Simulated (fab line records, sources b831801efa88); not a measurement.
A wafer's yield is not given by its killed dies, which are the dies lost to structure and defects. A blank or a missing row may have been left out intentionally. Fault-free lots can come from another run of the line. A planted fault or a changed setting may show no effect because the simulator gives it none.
fab line records	flow gf180mcu
record: lots: 5	wafers: 15	last-day: 34
route steps=602 shown TOP_METAL@575 PASSIVATION@587
lots that met no fault: from a run of the same line without faults
start-h: start of the lot's first displayed wafer, in hours after the record's first day	wait-h: hours from the lot's prior step to this one	" the same as in the row above	L1.1+2: several wafers, shown together as one row	- no value, or no start was given	* or withheld: withheld	< > ~ a bound
route shown NAME@n: a module of which the file shows steps, and the number in the route of the first	usual: mean and standard deviation over wafers with no fault	same: alike in all rows	chamber/n: place in a boat	sites: readings site by site	_std_site: how widely they spread, as a standard deviation	_edge_site: mean of outer sites minus mean of inner sites	radius-mm: how far each site lies from the wafer's centre	mask NAME#n: copy n	behind: tool/chamber where the wafer was last shaped	hold: what put the lot on hold/how long, in hours/how the hold closed	device: names the non-switching transistor (n, p or np)	end of line: the same wafers' tests at the end of the route	for a step that has no rows: nothing shown but its recipe	killed: not the wafer's yield, but the dies lost to structure and defects at the first sort	map: dies across one wafer; x = killed, . = not, _ = none there
set.NAME: the run value of the setting; set.NAME@STEP: its run value at that earlier step	model.NAME: the simulator's own value behind a step, which no gauge read
lots at some steps of the route; a table a step, a row a wafer
services: a tool's chamber out of use, with start hour (start-h, from the record's first day; less than 0 if before it), hours out, and reason
== steps ==
step: GF_TOP_METAL_HMDS_08
recipe: prime-time-s: 60	prime-temp-c: 120
usual: exhaust-pa: 45.1/0.83
lot.wafer	tool	chamber	start-h	wait-h	exhaust-pa
L077.1	litho-track-01	0	664.69	0.1	44.2
L077.3	"	0	"	"	43.8
L077.6	"	0	"	"	44.0
L082.1	litho-track-04	0	703.48	0.1	45.7
L082.2	"	0	"	"	45.7
L082.3	"	0	"	"	46.6
L089.1	litho-track-02	0	748.24	0.1	44.7
L089.3	"	0	"	"	45.4
L089.4	"	0	"	"	46.0
L091.2	litho-track-02	0	757.07	0.1	45.9
L091.5	"	0	"	"	46.0
L091.6	"	0	"	"	46.7
L096.3	litho-track-01	0	782.14	0.1	45.1
L096.4	"	0	"	"	45.4
L096.6	"	0	"	"	46.6
step: GF_TOP_METAL_COAT_09
recipe: resist: NOVOLAK	spin-rpm: 3000	resist-thk-nm: 1500
usual: exhaust-pa: 45.0/0.96
lot.wafer	tool	chamber	start-h	wait-h	exhaust-pa
L077.1	litho-track-01	0	664.84	0.1	44.9
L077.3	"	0	"	"	45.7
L077.6	"	0	"	"	44.3
L082.1	litho-track-04	0	703.63	0.1	45.3
L082.2	"	0	"	"	45.5
L082.3	"	0	"	"	45.7
L089.1	litho-track-02	0	748.39	0.1	44.3
L089.3	"	0	"	"	45.6
L089.4	"	0	"	"	43.2
L091.2	litho-track-02	0	757.22	0.1	44.6
L091.5	"	0	"	"	44.6
L091.6	"	0	"	"	44.9
L096.3	litho-track-01	0	782.29	0.1	46.2
L096.4	"	0	"	"	45.9
L096.6	"	0	"	"	44.5
step: GF_TOP_METAL_SOFTBAKE_10
recipe: temp-c: 90	time-s: 60	resist: NOVOLAK
usual: exhaust-pa: 45.1/0.92
lot.wafer	tool	chamber	start-h	wait-h	exhaust-pa
L077.1	litho-track-01	0	664.99	0.1	45.3
L077.3	"	0	"	"	44.0
L077.6	"	0	"	"	44.7
L082.1	litho-track-04	0	703.78	0.1	45.3
L082.2	"	0	"	"	45.1
L082.3	"	0	"	"	46.1
L089.1	litho-track-02	0	748.54	0.1	44.2
L089.3	"	0	"	"	44.6
L089.4	"	0	"	"	44.4
L091.2	litho-track-02	0	757.37	0.1	45.7
L091.5	"	0	"	"	45.9
L091.6	"	0	"	"	44.1
L096.3	litho-track-01	0	782.44	0.1	44.3
L096.4	"	0	"	"	46.5
L096.6	"	0	"	"	45.4
step: GF_TOP_METAL_EXPOSE_11
recipe: mask-id: MetalTop	target-cd-nm: 440	na: 0.6	source-shape: conventional	sigma-outer: 0.6	dose-mj: 170
same: na: 0.6	sigma-outer: 0.6
lot.wafer	tool	chamber	start-h	wait-h	mask
L077.1+3+6	iline-stepper-02	0	-	-	MetalTop#0
L082.1+2+3	iline-stepper-01	0	-	-	MetalTop#0
L089.1+3+4	iline-stepper-01	0	-	-	MetalTop#0
L091.2+5+6	iline-stepper-01	0	-	-	MetalTop#0
L096.3+4+6	iline-stepper-02	0	-	-	MetalTop#0
step: GF_TOP_METAL_PEB_12
recipe: temp-c: withheld	time-s: *	resist: NOVOLAK
usual: exhaust-pa: 45.0/0.94
lot.wafer	tool	chamber	start-h	wait-h	exhaust-pa
L077.1	litho-track-04	0	-	-	44.4
L077.3	"	0	"	"	44.0
L077.6	"	0	"	"	44.1
L082.1	litho-track-01	0	-	-	45.0
L082.2	"	0	"	"	43.6
L082.3	"	0	"	"	44.0
L089.1	litho-track-04	0	-	-	44.8
L089.3	"	0	"	"	44.5
L089.4	"	0	"	"	42.9
L091.2	litho-track-01	0	-	-	45.9
L091.5	"	0	"	"	45.8
L091.6	"	0	"	"	44.4
L096.3	litho-track-02	0	-	-	44.5
L096.4	"	0	"	"	45.5
L096.6	"	0	"	"	45.8
step: GF_TOP_METAL_DEVELOP_13
recipe: develop-time-s: 60	dev-temp-c: 23
usual: exhaust-pa: 45.0/0.76
lot.wafer	tool	chamber	start-h	wait-h	exhaust-pa
L077.1	litho-track-04	0	674.23	0.1	44.9
L077.3	"	0	"	"	46.1
L077.6	"	0	"	"	45.4
L082.1	litho-track-01	0	712.39	0.1	45.8
L082.2	"	0	"	"	45.4
L082.3	"	0	"	"	44.5
L089.1	litho-track-04	0	756.97	0.1	44.6
L089.3	"	0	"	"	44.2
L089.4	"	0	"	"	45.9
L091.2	litho-track-01	0	765.16	0.1	45.4
L091.5	"	0	"	"	45.3
L091.6	"	0	"	"	44.0
L096.3	litho-track-02	0	790.04	0.1	46.1
L096.4	"	0	"	"	45.3
L096.6	"	0	"	"	45.0
step: GF_TOP_METAL_CD_MEAS_14
recipe: target-cd-nm: 440
usual: cd-nm: 440.3/2
lot.wafer	tool	chamber	start-h	wait-h	cd-nm
L077.1	cd-sem-02	-	674.38	0.1	440.5
L077.3	"	-	"	"	440.7
L077.6	"	-	"	"	440.8
L082.1	cd-sem-01	-	712.54	0.1	440.4
L082.2	"	-	"	"	442.3
L082.3	"	-	"	"	440.5
L089.1	cd-sem-02	-	757.12	0.1	435.8
L089.3	"	-	"	"	438.1
L089.4	"	-	"	"	438.7
L091.2	cd-sem-01	-	765.31	0.1	441.8
L091.5	"	-	"	"	441.9
L091.6	"	-	"	"	442.1
L096.3	cd-sem-01	-	790.18	0.1	439.4
L096.4	"	-	"	"	440.3
L096.6	"	-	"	"	441.6
step: GF_TOP_METAL_OVL_MEAS_15
usual: TOP_METAL_OVL: -0.6/1.3
lot.wafer	tool	chamber	start-h	wait-h	TOP_METAL_OVL[nm]
L077.1	overlay-01	-	674.50	0.1	0.2
L077.3	"	-	"	"	0.4
L077.6	"	-	"	"	-2.4
L082.1	overlay-02	-	712.66	0.1	-1.7
L082.2	"	-	"	"	-1.9
L082.3	"	-	"	"	-0.6
L089.1	overlay-02	-	757.24	0.1	-0.5
L089.3	"	-	"	"	-1.6
L089.4	"	-	"	"	-1.6
L091.2	overlay-01	-	765.41	0.1	-0.1
L091.5	"	-	"	"	-0.5
L091.6	"	-	"	"	2.6
L096.3	overlay-01	-	790.28	0.1	0.6
L096.4	"	-	"	"	1.3
L096.6	"	-	"	"	1.5
step: GF_TOP_METAL_METAL_ETCH_16
recipe: chemistry: Cl2/BCl3	mask-material: NOVOLAK	target-depth-nm: 1077.5	stop-on: SiO2	pressure-mtorr: 8	icp-w: 800	bias-w: 140	Cl2_flow_sccm: 80	bcl3-flow-sccm: 40	time-s: 179.6
usual: drypump-motor-current-A: 5.9/0.58	oes-product-au: 0.966/0.006	throttle-valve-pct: 28.256/0.011
lot.wafer	tool	chamber	start-h	wait-h	drypump-motor-current-A	oes-product-au	rf-hours-counter-h	throttle-valve-pct
L077.1	rie-metal-01	0	674.53	0.0	5.9	0.970	1	28.258
L077.3	"	1	"	"	5.9	0.981	-	28.251
L077.6	"	0	"	"	5.9	0.968	-	28.248
L082.1	rie-metal-01	1	712.69	0.0	5.9	0.973	3	28.257
L082.2	"	0	"	"	5.9	0.965	2	28.251
L082.3	"	0	"	"	5.9	0.974	-	28.274
L089.1	rie-metal-03	1	757.28	0.0	5.1	0.979	13	28.251
L089.3	"	0	"	"	6.7	0.962	-	28.243
L089.4	"	1	"	"	5.1	0.964	-	28.248
L091.2	rie-metal-04	0	765.44	0.0	6.4	0.955	10	28.257
L091.5	"	1	"	"	5.5	0.957	-	28.252
L091.6	"	0	"	"	6.4	0.968	-	28.256
L096.3	rie-metal-03	0	790.36	0.1	6.7	0.964	-	28.267
L096.4	"	1	"	"	5.1	0.959	-	28.255
L096.6	"	0	"	"	6.7	0.961	-	28.257
step: GF_TOP_METAL_STRIP_17
recipe: chemistry: O2/N2	power-w: 1400	pressure-mtorr: 1500	platen-temp-c: 250	o2-flow-sccm: 3000	n2-flow-sccm: 300	overash-fraction: 0.5
usual: drypump-motor-current-A: 5.4/0.53	heater-power-w: 354/36	oes-product-au: 0.711/0.0046	strip-time-to-endpoint-s: 13.41/0.077
lot.wafer	tool	chamber	start-h	wait-h	drypump-motor-current-A	heater-power-w	oes-product-au	rf-hours-counter-h	strip-time-to-endpoint-s
L077.1	plasma-asher-02	1	674.71	0.1	5.7	333	0.716	60	13.46
L077.3	"	1	"	"	5.7	338	0.712	-	13.39
L077.6	"	1	"	"	5.7	343	0.719	-	13.44
L082.1	plasma-asher-02	0	712.87	0.1	6.6	367	0.717	64	13.34
L082.2	"	1	"	"	5.7	336	0.713	64	13.41
L082.3	"	1	"	"	5.7	337	0.708	-	13.41
L089.1	plasma-asher-02	0	757.46	0.1	6.6	359	0.710	70	13.54
L089.3	"	1	"	"	5.7	330	0.709	-	13.49
L089.4	"	0	"	"	6.6	364	0.710	-	13.55
L091.2	plasma-asher-04	0	765.62	0.1	4.9	348	0.719	101	13.27
L091.5	"	1	"	"	5.1	379	0.709	-	13.29
L091.6	"	0	"	"	4.9	341	0.701	-	13.35
L096.3	plasma-asher-01	1	790.51	0.1	5.4	400	0.706	-	13.54
L096.4	"	0	"	"	5.1	302	0.711	-	13.52
L096.6	"	1	"	"	5.4	405	0.700	-	13.41
step: GF_TOP_METAL_STRIP_18
recipe: chemistry: post-etch-residue-remover	time-s: 1200	temp-c: 72.5
lot.wafer	tool	chamber	start-h	wait-h
L077.1+3+6	wet-bench-04	2	674.81	0.1
L082.1+2+3	wet-bench-01	3	712.97	0.1
L089.1+3+4	wet-bench-01	2	757.56	0.1
L091.2+5+6	wet-bench-04	1	765.72	0.1
L096.3+4+6	wet-bench-01	2	790.57	0.0
step: GF_TOP_METAL_CLEAN_19
recipe: chemistry: DIW	dry: n2-spin
lot.wafer	tool	chamber	start-h	wait-h
L077.1+3+6	wet-bench-03	2	675.15	0.0
L082.1+2+3	wet-bench-03	0	713.31	0.0
L089.1+3+4	wet-bench-04	2	758.30	0.0
L091.2+5+6	wet-bench-03	3	766.06	0.0
L096.3+4+6	wet-bench-01	3	790.92	0.0
step: GF_PASSIVATION_CVD_00
recipe: material: SiO2	target-thk-nm: 1000	precursor: TEOS	temp-c: 400	time-s: 111.95	rf-w: 600
usual: heater-power-w: 618/120
lot.wafer	tool	chamber	start-h	wait-h	heater-power-w	since-wet-clean-h
L077.1	pecvd-01	0	675.24	0.0	612	501
L077.3	"	2	"	"	629	501
L077.6	"	2	"	"	693	-
L082.1	pecvd-01	0	713.40	0.0	669	539
L082.2	"	1	"	"	817	539
L082.3	"	2	"	"	768	539
L089.1	pecvd-02	2	758.39	0.0	752	153
L089.3	"	0	"	"	558	153
L089.4	"	0	"	"	440	-
L091.2	pecvd-03	1	766.16	0.0	732	383
L091.5	"	0	"	"	574	-
L091.6	"	2	"	"	587	-
L096.3	pecvd-02	1	791.01	0.0	564	186
L096.4	"	0	"	"	482	-
L096.6	"	2	"	"	699	-
step: GF_PASSIVATION_THK_MEAS_01
recipe: reads: SiO2_of_PASSIVATION_CVD_00
usual: PASSIVATION_CVD_00_THK: 1001/14
lot.wafer	tool	chamber	start-h	wait-h	PASSIVATION_CVD_00_THK[nm]
L077.1	film-metro-03	-	675.32	0.0	981
L077.3	"	-	"	"	984
L077.6	"	-	"	"	997
L082.1	film-metro-03	-	713.48	0.0	994
L082.2	"	-	"	"	977
L082.3	"	-	"	"	988
L089.1	film-metro-03	-	758.47	0.0	1005
L089.3	"	-	"	"	1016
L089.4	"	-	"	"	1036
L091.2	film-metro-02	-	766.25	0.0	995
L091.5	"	-	"	"	1002
L091.6	"	-	"	"	1006
L096.3	film-metro-02	-	791.11	0.1	992
L096.4	"	-	"	"	1002
L096.6	"	-	"	"	1007
step: GF_PASSIVATION_CVD_02
recipe: material: Si3N4	target-thk-nm: 700	time-s: 486.18	temp-c: 400	rf-w: 450
usual: heater-power-w: 702/120
lot.wafer	tool	chamber	start-h	wait-h	heater-power-w	since-wet-clean-h
L077.1	pecvd-03	0	675.38	0.1	572	293
L077.3	"	1	"	"	790	293
L077.6	"	1	"	"	822	-
L082.1	pecvd-02	2	713.54	0.1	807	108
L082.2	"	1	"	"	525	108
L082.3	"	0	"	"	521	108
L089.1	pecvd-03	2	758.53	0.1	611	376
L089.3	"	1	"	"	721	376
L089.4	"	0	"	"	628	-
L091.2	pecvd-02	0	766.30	0.0	488	161
L091.5	"	2	"	"	766	-
L091.6	"	0	"	"	518	-
L096.3	pecvd-01	2	791.15	0.0	775	617
L096.4	"	2	"	"	795	-
L096.6	"	1	"	"	924	-
step: GF_PASSIVATION_THK_MEAS_03
recipe: reads: Si3N4_of_PASSIVATION_CVD_02
usual: PASSIVATION_CVD_02_THK: 698/8.1
lot.wafer	tool	chamber	start-h	wait-h	PASSIVATION_CVD_02_THK[nm]
L077.1	film-metro-03	-	675.67	0.1	683
L077.3	"	-	"	"	687
L077.6	"	-	"	"	700
L082.1	film-metro-02	-	713.85	0.2	701
L082.2	"	-	"	"	698
L082.3	"	-	"	"	697
L089.1	film-metro-03	-	758.82	0.1	679
L089.3	"	-	"	"	687
L089.4	"	-	"	"	699
L091.2	film-metro-03	-	766.59	0.2	701
L091.5	"	-	"	"	700
L091.6	"	-	"	"	716
L096.3	film-metro-02	-	791.45	0.2	685
L096.4	"	-	"	"	702
L096.6	"	-	"	"	701
step: GF_PASSIVATION_DEHYDRATE_04
recipe: temp-c: 200	time-s: 60
usual: exhaust-pa: 45.3/0.94
lot.wafer	tool	chamber	start-h	wait-h	exhaust-pa
L077.1	litho-track-01	0	685.04	9.4	45.2
L077.3	"	0	"	"	45.9
L077.6	"	0	"	"	44.1
L082.1	litho-track-03	0	722.24	8.4	45.4
L082.2	"	0	"	"	44.8
L082.3	"	0	"	"	44.4
L089.1	litho-track-03	0	766.04	7.2	46.5
L089.3	"	0	"	"	45.0
L089.4	"	0	"	"	44.6
L091.2	litho-track-02	0	774.07	7.5	44.8
L091.5	"	0	"	"	45.7
L091.6	"	0	"	"	45.2
L096.3	litho-track-03	0	798.64	7.2	43.6
L096.4	"	0	"	"	43.7
L096.6	"	0	"	"	44.5
step: GF_PASSIVATION_HMDS_05
recipe: prime-time-s: 60	prime-temp-c: 120
usual: exhaust-pa: 44.9/0.84
lot.wafer	tool	chamber	start-h	wait-h	exhaust-pa
L077.1	litho-track-01	0	685.19	0.1	44.4
L077.3	"	0	"	"	44.6
L077.6	"	0	"	"	43.5
L082.1	litho-track-03	0	722.39	0.1	45.5
L082.2	"	0	"	"	44.1
L082.3	"	0	"	"	44.6
L089.1	litho-track-03	0	766.19	0.1	45.8
L089.3	"	0	"	"	45.5
L089.4	"	0	"	"	45.1
L091.2	litho-track-02	0	774.22	0.1	45.2
L091.5	"	0	"	"	44.4
L091.6	"	0	"	"	46.0
L096.3	litho-track-03	0	798.79	0.1	45.6
L096.4	"	0	"	"	45.5
L096.6	"	0	"	"	45.4
step: GF_PASSIVATION_COAT_06
recipe: spin-rpm: 2000	resist-thk-nm: 4000
usual: exhaust-pa: 45.2/0.88
lot.wafer	tool	chamber	start-h	wait-h	exhaust-pa
L077.1	litho-track-01	0	685.34	0.1	45.2
L077.3	"	0	"	"	45.9
L077.6	"	0	"	"	45.1
L082.1	litho-track-03	0	722.54	0.1	47.2
L082.2	"	0	"	"	45.8
L082.3	"	0	"	"	46.0
L089.1	litho-track-03	0	766.34	0.1	45.2
L089.3	"	0	"	"	45.7
L089.4	"	0	"	"	45.8
L091.2	litho-track-02	0	774.37	0.1	43.2
L091.5	"	0	"	"	45.2
L091.6	"	0	"	"	44.6
L096.3	litho-track-03	0	798.94	0.1	44.1
L096.4	"	0	"	"	43.9
L096.6	"	0	"	"	45.0
step: GF_PASSIVATION_SOFTBAKE_07
recipe: temp-c: 110	time-s: withheld
usual: exhaust-pa: 44.9/0.88
lot.wafer	tool	chamber	start-h	wait-h	exhaust-pa
L077.1	litho-track-01	0	685.49	0.1	45.6
L077.3	"	0	"	"	45.2
L077.6	"	0	"	"	44.7
L082.1	litho-track-03	0	722.69	0.1	45.0
L082.2	"	0	"	"	45.0
L082.3	"	0	"	"	45.5
L089.1	litho-track-03	0	766.49	0.1	45.5
L089.3	"	0	"	"	45.9
L089.4	"	0	"	"	45.6
L091.2	litho-track-02	0	774.53	0.1	45.3
L091.5	"	0	"	"	44.4
L091.6	"	0	"	"	46.1
L096.3	litho-track-03	0	799.10	0.1	45.5
L096.4	"	0	"	"	43.8
L096.6	"	0	"	"	45.0
step: GF_PASSIVATION_EXPOSE_08
recipe: mask-id: Pad	target-cd-nm: 40000	na: 0.57	dose-mj: 310
same: na: 0.57
lot.wafer	tool	chamber	start-h	wait-h	mask
L077.1+3+6	iline-stepper-01	0	-	-	Pad#0
L082.1+2+3	iline-stepper-02	0	-	-	Pad#0
L089.1+3+4	iline-stepper-01	0	-	-	Pad#0
L091.2+5+6	iline-stepper-01	0	-	-	Pad#0
L096.3+4+6	iline-stepper-02	0	-	-	Pad#0
step: GF_PASSIVATION_PEB_09
recipe: temp-c: 115	time-s: withheld
usual: exhaust-pa: 44.8/0.82
lot.wafer	tool	chamber	start-h	wait-h	exhaust-pa
L077.1	litho-track-02	0	-	-	43.6
L077.3	"	0	"	"	44.4
L077.6	"	0	"	"	44.7
L082.1	litho-track-03	0	-	-	45.4
L082.2	"	0	"	"	43.9
L082.3	"	0	"	"	44.9
L089.1	litho-track-01	0	-	-	44.4
L089.3	"	0	"	"	45.2
L089.4	"	0	"	"	45.5
L091.2	litho-track-02	0	-	-	46.1
L091.5	"	0	"	"	45.5
L091.6	"	0	"	"	45.4
L096.3	litho-track-03	0	-	-	46.2
L096.4	"	0	"	"	44.3
L096.6	"	0	"	"	43.2
step: GF_PASSIVATION_DEVELOP_10
recipe: develop-time-s: 60	dev-temp-c: 23
usual: exhaust-pa: 45.0/0.96
lot.wafer	tool	chamber	start-h	wait-h	exhaust-pa
L077.1	litho-track-02	0	-	-	46.1
L077.3	"	0	"	"	45.2
L077.6	"	0	"	"	45.5
L082.1	litho-track-03	0	-	-	47.1
L082.2	"	0	"	"	45.8
L082.3	"	0	"	"	45.1
L089.1	litho-track-01	0	-	-	45.8
L089.3	"	0	"	"	45.9
L089.4	"	0	"	"	44.8
L091.2	litho-track-02	0	-	-	45.4
L091.5	"	0	"	"	45.0
L091.6	"	0	"	"	44.7
L096.3	litho-track-03	0	-	-	43.6
L096.4	"	0	"	"	44.2
L096.6	"	0	"	"	44.3
step: GF_PASSIVATION_ETCH_11
recipe: chemistry: CF4/O2	target-depth-nm: 1800	stop-on: TiN	source-w: 800	bias-w: 150	pressure-mtorr: 150	cf4-flow-sccm: 80	O2_flow_sccm: 10	time-s: 400
usual: drypump-motor-current-A: 5.5/0.54	oes-product-au: 0.962/0.0075	throttle-valve-pct: 5.960/0.0098
lot.wafer	tool	chamber	start-h	wait-h	drypump-motor-current-A	oes-product-au	rf-hours-counter-h	throttle-valve-pct
L077.1	rie-diel-03	1	694.84	-	5.0	0.947	4	5.939
L077.3	"	0	"	"	5.5	0.954	6	5.973
L077.6	"	3	"	"	5.4	0.959	-	5.953
L082.1	rie-diel-01	1	731.24	-	6.0	0.959	6	5.945
L082.2	"	0	"	"	5.9	0.960	7	5.961
L082.3	"	2	"	"	6.8	0.959	8	5.949
L089.1	rie-diel-03	3	774.44	-	5.4	0.957	12	5.973
L089.3	"	0	"	"	5.5	0.966	9	5.966
L089.4	"	2	"	"	4.8	0.969	6	5.967
L091.2	rie-diel-04	1	782.44	-	5.6	0.962	21	5.969
L091.5	"	0	"	"	4.9	0.963	-	5.945
L091.6	"	1	"	"	5.6	0.966	-	5.982
L096.3	rie-diel-03	1	806.04	-	5.0	0.956	9	5.950
L096.4	"	1	"	"	5.0	0.956	-	5.957
L096.6	"	3	"	"	5.4	0.961	-	5.948
step: GF_PASSIVATION_STRIP_12
recipe: chemistry: O2/N2	power-w: 1400	pressure-mtorr: 1500	platen-temp-c: 250	o2-flow-sccm: 3000	n2-flow-sccm: 300	overash-fraction: 0.5
usual: drypump-motor-current-A: 5.8/0.6	heater-power-w: 355/18	oes-product-au: 0.719/0.0049	strip-time-to-endpoint-s: 34.79/0.23
lot.wafer	tool	chamber	start-h	wait-h	drypump-motor-current-A	heater-power-w	oes-product-au	rf-hours-counter-h	strip-time-to-endpoint-s
L077.1	plasma-asher-02	1	695.08	0.1	5.7	326	0.721	62	34.57
L077.3	"	0	"	"	6.6	366	0.716	-	34.69
L077.6	"	0	"	"	6.6	362	0.720	-	34.42
L082.1	plasma-asher-02	1	731.48	0.1	5.7	338	0.715	66	34.69
L082.2	"	0	"	"	6.6	368	0.718	66	34.70
L082.3	"	0	"	"	6.7	358	0.722	-	34.57
L089.1	plasma-asher-02	1	774.67	0.1	5.7	331	0.719	71	34.89
L089.3	"	0	"	"	6.6	364	0.717	-	35.17
L089.4	"	1	"	"	5.7	339	0.720	-	35.15
L091.2	plasma-asher-02	0	782.68	0.1	6.6	369	0.709	72	34.66
L091.5	"	1	"	"	5.7	341	0.724	-	34.45
L091.6	"	0	"	"	6.6	363	0.735	-	34.60
L096.3	plasma-asher-02	1	806.31	0.2	5.7	329	0.717	-	34.88
L096.4	"	0	"	"	6.7	366	0.720	-	34.79
L096.6	"	0	"	"	6.7	370	0.722	-	34.82
step: GF_PASSIVATION_ANNEAL_13
recipe: temp-c: 400	time-s: 1800	ambient: N2/H2	idle-temp-c: 300	ramp-up-c-per-min: 10	ramp-down-c-per-min: 3
usual: spike-tc-bottom-C: 421.9/1.1	zone-power-bottom-pct: 5.94/0.14	zone-power-top-pct: 10.7/0.31
lot.wafer	tool	chamber	start-h	wait-h	spike-tc-bottom-C	zone-power-bottom-pct	zone-power-top-pct
L077.1	furnace-01	0	695.18	0.1	421.6	5.81	11.0
L077.3	"	0	"	"	421.6	5.92	11.1
L077.6	"	0	"	"	420.5	5.84	11.0
L082.1	furnace-01	0	731.58	0.1	423.1	5.77	10.9
L082.2	"	0	"	"	419.3	5.84	11.2
L082.3	"	0	"	"	421.7	5.84	11.1
L089.1	furnace-02	0	774.77	0.1	422.1	6.05	10.3
L089.3	"	0	"	"	422.2	6.11	10.6
L089.4	"	0	"	"	423.0	6.09	10.5
L091.2	furnace-02	0	782.78	0.1	423.6	6.08	10.3
L091.5	"	0	"	"	423.3	5.99	10.7
L091.6	"	0	"	"	421.1	6.19	10.5
L096.3	furnace-01	0	806.37	0.0	419.8	5.88	11.3
L096.4	"	0	"	"	419.4	5.74	10.9
L096.6	"	0	"	"	421.6	5.74	10.9
step: GF_PASSIVATION_BOW_MEAS_14
recipe: mode: bow
usual: PASSIVATION_BOW: 134/11
lot.wafer	tool	chamber	start-h	wait-h	PASSIVATION_BOW[um]
L077.1	film-metro-03	-	696.68	0.0	125
L077.3	"	-	"	"	126
L077.6	"	-	"	"	131
L082.1	film-metro-01	-	733.08	0.0	109
L082.2	"	-	"	"	117
L082.3	"	-	"	"	121
L089.1	film-metro-01	-	776.27	0.0	138
L089.3	"	-	"	"	124
L089.4	"	-	"	"	132
L091.2	film-metro-02	-	784.30	0.0	148
L091.5	"	-	"	"	154
L091.6	"	-	"	"	134
L096.3	film-metro-01	-	807.91	0.0	141
L096.4	"	-	"	"	140
L096.6	"	-	"	"	122
== services ==
tool	chamber	start-h	hours	kind
rie-metal-01	-	640.70	2.8	pm
wet-bench-04	-	647.00	1.8	repair
iline-stepper-01	-	653.71	0.6	repair
pecvd-02	0	666.83	3.9	repair
rie-metal-03	-	671.08	1.4	pm
furnace-02	-	678.80	3.7	pm
iline-stepper-01	-	691.21	1.7	pm
furnace-01	-	701.40	3.6	pm
pecvd-03	-	707.56	5.5	pm
rie-diel-03	-	713.53	0.7	repair
iline-stepper-01	-	718.24	8.9	pm
furnace-01	-	722.48	4.4	pm
pecvd-01	1	732.57	5.2	repair
iline-stepper-02	-	733.59	1.7	pm
rie-diel-03	-	737.84	14.6	pm
rie-metal-01	-	744.50	1.4	pm
pecvd-01	-	747.67	1.8	repair
pecvd-03	-	749.85	2.8	pm
pecvd-03	-	753.93	1.4	repair
pecvd-01	-	757.93	1.0	repair
iline-stepper-02	-	774.52	0.8	repair
pecvd-03	-	787.77	14.6	pm
rie-diel-03	0	800.14	12.5	repair
pecvd-02	-	803.81	2.7	pm
== key ==
fault none
